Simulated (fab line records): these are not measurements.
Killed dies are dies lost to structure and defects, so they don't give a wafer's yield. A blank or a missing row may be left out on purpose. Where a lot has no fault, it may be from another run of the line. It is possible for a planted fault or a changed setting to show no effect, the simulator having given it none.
The same fault as seen by 2 desks    flow sky130    each desk holds nothing but its own numbers, with what lay behind them at the end

== AT THE TOOL OWNER'S DESK: wet_bench-04 ==
The tool's own readings at SKY_GATE_OXIDE_WET_ETCH_12 (etches SiO2 in dHF, target depth 16.8 nm, time 336 s): means of the sampled wafers that have a number, for each lot that ran on this tool. A lot is out of limits, marked OUT, if its mean lies more than 4 standard deviations from the usual mean; the brackets give that distance.
Columns: A = run_length_s at SKY_GATE_OXIDE_WET_ETCH_12, usual 363 s
lot   first seen here  A
L936  day 14 02:37     368
L937  day 14 09:29     361
L941  day 15 19:20     362
L942  day 16 00:20     369
L946  day 18 06:49     362
L947  day 18 13:08     362
L951  day 19 14:01     131 (-77) OUT
L954  day 20 16:44     131 (-77) OUT
Finding of this desk: L951, L954 out of limits; the first was L951 at day 19 14:01, on run_length_s at SKY_GATE_OXIDE_WET_ETCH_12. L936, L937, L941, L942, L946, L947 stayed within limits.

== FROM THE METROLOGY DESK ==
What the gauges read for every lot (on any tool): the sampled wafers with a number, averaged. A lot is out of limits, marked OUT, if its mean lies more than 4 standard deviations from the usual mean; the brackets give that distance.
Columns: A = cd_nm at SKY_VT_ADJUST_HVTP_CD_MEAS_07, usual 379.8 nm; B = VT_ADJUST_PCH_TW at SKY_VT_ADJUST_PCH_TW_MEAS_10, usual 141.4; C = LDD_N_OVL at SKY_LDD_N_OVL_MEAS_07, usual 1.5 nm
lot   first seen here  A      B      C
L936  day 6 06:38      381.2  142.4  1.9
L937  day 6 12:37      378.4  142.1  2.0
L938  day 6 20:00      380.6  141.6  0.9
L939  day 7 02:02      380.9  141.2  -0.3
L941  day 7 11:27      377.3  142.3  -0.1
L942  day 7 17:37      377.4  142.2  0.8
L943  day 8 05:39      378.1  142.6  2.4
L944  day 8 20:13      381.0  140.0  0.2
L945  day 9 04:55      381.7  141.4  1.5
L946  day 9 05:41      379.1  142.3  2.9
L947  day 9 12:37      381.7  140.8  2.8
L949  day 9 18:14      378.6  140.5  1.3
L951  day 10 07:25     381.5  141.3  -
L954  day 11 02:10     382.0  141.1  -
This desk found nothing out of limits on any of the 14 lots.

== BROUGHT TOGETHER ==
An alarm could have come from the tool owner's desk at day 19 14:01, on L951, L954.
The metrology desk saw nothing out of limits.
The metrology desk has L951, L954 on record, within its limits.
SKY_GATE_OXIDE_WET_ETCH_12 was run on wet_bench-04 by each of the lots named.

== WHAT THE SIMULATOR PUT IN ==
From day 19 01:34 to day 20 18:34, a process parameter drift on wet_bench-04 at SKY_GATE_OXIDE_WET_ETCH_12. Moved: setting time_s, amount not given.
Lots struck among those shown: L951, L954.
How many hours passed from the start of the fault until each desk's first out-of-limits reading: the tool owner's desk, 12.
